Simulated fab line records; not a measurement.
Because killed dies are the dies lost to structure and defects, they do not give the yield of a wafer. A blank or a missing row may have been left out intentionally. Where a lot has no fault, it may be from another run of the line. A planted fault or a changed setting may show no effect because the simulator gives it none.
Which tool was responsible? -- flow sky130 -- Sampling: 11 lots, 32 wafers, 5 of 708 route steps

WHAT THE GAUGES SHOWED, per wafer
SKY_VIA3_THK_MEAS_01.
lot,measured,on,VIA3_HDPCVD_THK (nm)
L253,day 38 21:47,film metro-04,1623 1666 1668
L254,day 39 09:38,film metro-01,1653 1640 1658
L255,day 40 00:10,film metro-01,1627 1634 1647
L257,day 40 03:48,film metro-04,1635 1618 1632
L260,day 41 15:00,film metro-01,1647 1614 1648
L262,day 41 21:53,film metro-03,1636 1636 1627
L263,day 42 06:01,film metro-04,1626 1618 1604
L266,day 42 10:31,film metro-03,1619 1632 1634
L264,day 42 11:49,film metro-03,1668 2441
L267,day 42 19:15,film metro-03,1656 2468 1631
L273,day 44 05:15,film metro-01,1635 1627 1623

WHICH TOOL RAN EACH LOT (tool, then ch and the chambers of the sampled wafers, then the start)
lot,SKY_METAL3_SPUTTER_02,SKY_CAPM_SPUTTER_02,SKY_CAPM_STRIP_14,SKY_VIA3_HDPCVD_00
L253,"pvd sputter-03, day 36 16:06","pvd sputter-01, day 36 16:16","plasma asher-03 ch 0,1, day 37 18:25","hdpcvd-01 ch 0,1,2, day 38 21:40"
L254,"pvd sputter-02, day 37 05:08","pvd sputter-04, day 37 05:19","plasma asher-03 ch 0,1, day 38 07:07","hdpcvd-02 ch 1,2, day 39 09:23"
L255,"pvd sputter-01, day 37 19:20","pvd sputter-04, day 37 19:32","plasma asher-03 ch 0,1, day 38 21:08","hdpcvd-02 ch 1,2, day 39 23:55"
L257,"pvd sputter-03, day 38 00:16","pvd sputter-04, day 38 00:28","plasma asher-03 ch 0,1, day 39 01:22","hdpcvd-02 ch 1,2, day 40 03:32"
L260,"pvd sputter-03, day 39 13:54","pvd sputter-01, day 39 14:05","plasma asher-01 ch 0,1, day 40 13:52","hdpcvd-02 ch 0,2, day 41 14:49"
L262,"pvd sputter-02, day 39 19:16","pvd sputter-01, day 39 19:28","plasma asher-03 ch 0,1, day 40 19:26","hdpcvd-01 ch 0,2, day 41 21:43"
L263,"pvd sputter-03, day 40 04:27","pvd sputter-04, day 40 04:38","plasma asher-02 ch 0,1, day 41 04:46","hdpcvd-02 ch 1,2, day 42 05:50"
L266,"pvd sputter-01, day 40 08:19","pvd sputter-04, day 40 08:31","plasma asher-02 ch 0,1, day 41 09:02","hdpcvd-01 ch 0,1, day 42 10:22"
L264,"pvd sputter-02, day 40 10:14","pvd sputter-01, day 40 10:25","plasma asher-01 ch 0,1, day 41 10:43","hdpcvd-02 ch 0,2, day 42 11:38"
L267,"pvd sputter-03, day 40 18:25","pvd sputter-01, day 40 18:36","plasma asher-01 ch 1, day 41 18:17","hdpcvd-02 ch 0,1,2, day 42 19:05"
L273,"pvd sputter-02, day 42 05:39","pvd sputter-01, day 42 05:50","plasma asher-03 ch 0, day 43 04:59","hdpcvd-01 ch 0,1, day 44 05:05"
- SKY_METAL3_SPUTTER_02: material AlCu, target thk 735 nm, time 39.1 s.
- SKY_CAPM_SPUTTER_02: material TiN, target thk 200 nm, time 166.7 s.
- SKY_CAPM_STRIP_14: strips in O2/N2.
- SKY_VIA3_HDPCVD_00: deposits SiO2, target thk 1635 nm, time 272.5 s.

AS READ BY THE TOOLS THEMSELVES (means over the sampled wafers that have a number; for cases with no such wafer, the mark the record gives instead)
SKY_METAL3_SPUTTER_02.
lot,tool,throttle valve pct (%)
L253,pvd sputter-03,29.3
L254,pvd sputter-02,30.3
L255,pvd sputter-01,30.3
L257,pvd sputter-03,30.3
L260,pvd sputter-03,28.5
L262,pvd sputter-02,29.4
L263,pvd sputter-03,29.1
L266,pvd sputter-01,30.6
L264,pvd sputter-02,29.8
L267,pvd sputter-03,29.3
L273,pvd sputter-02,29.3

SKY_CAPM_SPUTTER_02.
lot,tool,throttle valve pct (%)
L253,pvd sputter-01,30.6
L254,pvd sputter-04,30.7
L255,pvd sputter-04,31.1
L257,pvd sputter-04,30.4
L260,pvd sputter-01,30.4
L262,pvd sputter-01,30.3
L263,pvd sputter-04,31.4
L266,pvd sputter-04,30.4
L264,pvd sputter-01,30.5
L267,pvd sputter-01,30.6
L273,pvd sputter-01,30.3

SKY_CAPM_STRIP_14.
lot,tool,drypump motor current A (A),n2 flow sccm (sccm),oes product au (a.u.),strip time to endpoint s (s)
L253,plasma asher-03,6.2,299.5,0.714,12.67
L254,plasma asher-03,6.2,299.6,0.702,12.63
L255,plasma asher-03,6.2,299.6,0.710,12.62
L257,plasma asher-03,6.4,301.3,0.706,12.65
L260,plasma asher-01,5.7,299.5,0.709,12.64
L262,plasma asher-03,6.4,299.8,0.709,12.68
L263,plasma asher-02,5.6,300.4,0.709,12.66
L266,plasma asher-02,5.6,301.1,0.714,12.60
L264,plasma asher-01,5.8,299.9,0.712,12.66
L267,plasma asher-01,6.2,299.3,0.714,12.64
L273,plasma asher-03,6.5,300.2,0.715,12.65

SKY_VIA3_HDPCVD_00.
lot,tool,sih4 flow sccm (sccm)
L253,hdpcvd-01,60.00
L254,hdpcvd-02,59.88
L255,hdpcvd-02,60.04
L257,hdpcvd-02,59.96
L260,hdpcvd-02,60.01
L262,hdpcvd-01,59.94
L263,hdpcvd-02,60.07
L266,hdpcvd-01,59.91
L264,hdpcvd-02,59.94
L267,hdpcvd-02,59.91
L273,hdpcvd-01,59.76

THE ANSWER, worked out from the rows above alone
Rule: the usual values come from the lots themselves. Put in order of their means at a reading, lots are off if they are a third of the lots or fewer, leave a main group of 4 or more, and stand apart from it by a gap of 3 or more times the standard deviation of the main group's means; of several such gaps the widest counts. A main group whose means are all the same, to the digits that the tables above print for the reading, isn't used. Also off: a lot with no number at a reading for which 4 or more lots have one. The other lots that the step has rows for count as sound. Order of review: gauges by route order, followed by the tools' own readings, for which a lot's mean as printed above is used. The first step at which some lot is off is used, and at that step the reading that is off furthest; a lot without a number counts as furthest.
Off: L264, L267, at SKY_VIA3_THK_MEAS_01 (VIA3_HDPCVD_THK). The main group has a mean of 1634 nm with a standard deviation of 11.
If a tool, at a process step before that reading, ran all the lots that are off and no sound lot after the first of them, it fits. The gauges at SKY_VIA3_THK_MEAS_01 are tried like those tools. Can't be told from this: 3 tools fit, plasma asher-01 at SKY_CAPM_STRIP_14, hdpcvd-02 at SKY_VIA3_HDPCVD_00, film metro-03 at SKY_VIA3_THK_MEAS_01.

WHAT HAD BEEN PUT IN BY THE SIMULATOR
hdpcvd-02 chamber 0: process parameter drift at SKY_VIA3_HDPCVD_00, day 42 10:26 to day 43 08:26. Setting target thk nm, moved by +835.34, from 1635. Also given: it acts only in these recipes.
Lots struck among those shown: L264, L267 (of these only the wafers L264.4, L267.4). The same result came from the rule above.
